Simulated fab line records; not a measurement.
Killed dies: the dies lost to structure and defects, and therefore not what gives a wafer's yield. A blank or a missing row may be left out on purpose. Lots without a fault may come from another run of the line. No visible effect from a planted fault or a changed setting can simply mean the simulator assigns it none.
Comparing a struck lot with a sound one || flow sky130 || 17 steps out of a route of 708
Sound: these wafers, L348.1, L348.2, L348.5. Struck: wafer L364.6. (L364.3, L364.5 of the same lot were not struck and are left out.) The cause comes at the end.
For every step that has rows: the tool of each side, followed by ch and its chambers, followed by its first start. Under that, the readings that differ: sound wafers || struck wafers || difference of the means || sigmas: that difference in standard deviations of wafers without a fault.
alike: readings with means less than 2 such deviations apart, plus words and numbers identical on both sides. not compared: withheld readings, readings lacking a value on some wafer, bounds such as >300 that could conceal the same value, and numbers that have no deviation in the record and whose values overlap.
The two part at a step that has a row with sigmas, a row that says differs or no value, or rows on one side only. Numbers that don't overlap but have no deviation are shown without sigmas and don't part them. A reading missing from all wafers of one side parts the sides only when that side holds two or more wafers.

SKY_METAL5_SPUTTER_01: material TiN, target thk 20 nm, time 16.7 s.
  sound on pvdSputter-01 at day 42 20:59; struck on pvdSputter-01 at day 46 17:32
  alike: throttleValvePct
SKY_METAL5_SPUTTER_02: material AlCu, target thk 1150 nm, time 61.2 s.
  sound on pvdSputter-01 at day 42 21:00; struck on pvdSputter-01 at day 46 17:33
  alike: throttleValvePct
SKY_METAL5_SPUTTER_03: material Ti, target thk 5 nm, time 3.3 s.
  sound on pvdSputter-01 at day 42 21:03; struck on pvdSputter-01 at day 46 17:36
  alike: throttleValvePct
SKY_METAL5_SPUTTER_04: material TiN, target thk 70 nm, time 58.3 s.
  sound on pvdSputter-01 at day 42 21:04; struck on pvdSputter-01 at day 46 17:37
  alike: throttleValvePct
SKY_METAL5_RS_MEAS_05: a four-point-probe measurement.
  sound on filmMetro-04 at day 42 21:07; struck on filmMetro-03 at day 46 17:43
  alike: METAL5_ALCU_RS
SKY_METAL5_THK_MEAS_06: measures by xrf.
  sound on filmMetro-04 at day 42 21:14; struck on filmMetro-03 at day 46 17:49
{"reading": "METAL5_ALCU_THK (nm)", "sound": "1172 1178 1170", "struck": 1131, "difference": -42, "sigmas": -2}
then, 6 steps without rows for these wafers: SKY_METAL5_DEHYDRATE_07 (time 60 s); SKY_METAL5_HMDS_08 (prime time 60 s); SKY_METAL5_COAT_09 (resist thk 1800 nm); SKY_METAL5_SOFTBAKE_10 (time 60 s); SKY_METAL5_EXPOSE_11 (exposes mask MM5, target cd 1600 nm); SKY_METAL5_PEB_12.
SKY_METAL5_DEVELOP_13: develop time 60 s.
  sound on lithoTrack-03 ch 0, day 43 19:06; struck on lithoTrack-03 ch 0, day 47 13:00
  alike: developerTempC, exhaustPa, resistLineTempC
SKY_METAL5_DESCUM_14: chemistry O2, time 11 s.
  sound on rieMetal-02 ch 0,1, day 43 19:15; struck on rieMetal-01 ch 0, day 47 13:07
{"reading": "oesProductAu (a.u.)", "sound": "0.998 0.998 1.004", "struck": 0.960, "difference": -0.040, "sigmas": -3}
{"reading": "model.METAL5.cdNm (nm)", "sound": "1598 1601 1602", "struck": 1658, "difference": "+58", "sigmas": ""}
  alike: drypumpMotorCurrentA
  not compared: rfHoursCounterH
SKY_METAL5_METAL_ETCH_15: etches the open film in Cl2/BCl3, stops on SiO2, target depth 1260 nm, time 252 s.
  sound on rieMetal-02 ch 0,1, day 43 19:17; struck on rieMetal-01 ch 0, day 47 13:13
{"reading": "model.METAL5.cdNm (nm)", "sound": "1602 1579 1610", "struck": 1665, "difference": "+68", "sigmas": ""}
  alike: drypumpMotorCurrentA, oesProductAu, throttleValvePct
  not compared: rfHoursCounterH
SKY_METAL5_STRIP_16: strips in O2/N2.
  sound on plasmaAsher-04 ch 0,1, day 43 19:31; struck on plasmaAsher-01 ch 0, day 47 13:24
  alike: drypumpMotorCurrentA, oesProductAu, stripTimeToEndpointS
  not compared: rfHoursCounterH
SKY_PAD_OPEN_PROBE_99:
  sound on prober-01 at day 45 17:31; struck on prober-02 at day 49 06:13
{"reading": "killed_at_M4_up", "sound": "6 6 6", "struck": 2, "difference": -4, "sigmas": -2}
{"reading": "model.etest.met5.widthNm (nm)", "sound": "1599 1579 1611", "struck": 1665, "difference": "+69", "sigmas": ""}
{"reading": "model.etest.met5.lineOhmUm", "sound": "0.01685 0.01691 0.01661", "struck": 0.01656, "difference": -0.00023, "sigmas": ""}
  alike: defectLimitedYield, killed_at_M0_to_M3, killedAtContacts, killedAtFrontEnd, killedAtOther, killedDies, killedOnRim, killedOpen, killedShort, sort_bin_3_pad_short, sort_bin_5_function, sort_bin_6_memory, sortNPass, sortYieldPct

WHERE THEY PART
First at SKY_METAL5_THK_MEAS_06; last, within this record, at SKY_PAD_OPEN_PROBE_99.

WHY: the cause the simulator had injected
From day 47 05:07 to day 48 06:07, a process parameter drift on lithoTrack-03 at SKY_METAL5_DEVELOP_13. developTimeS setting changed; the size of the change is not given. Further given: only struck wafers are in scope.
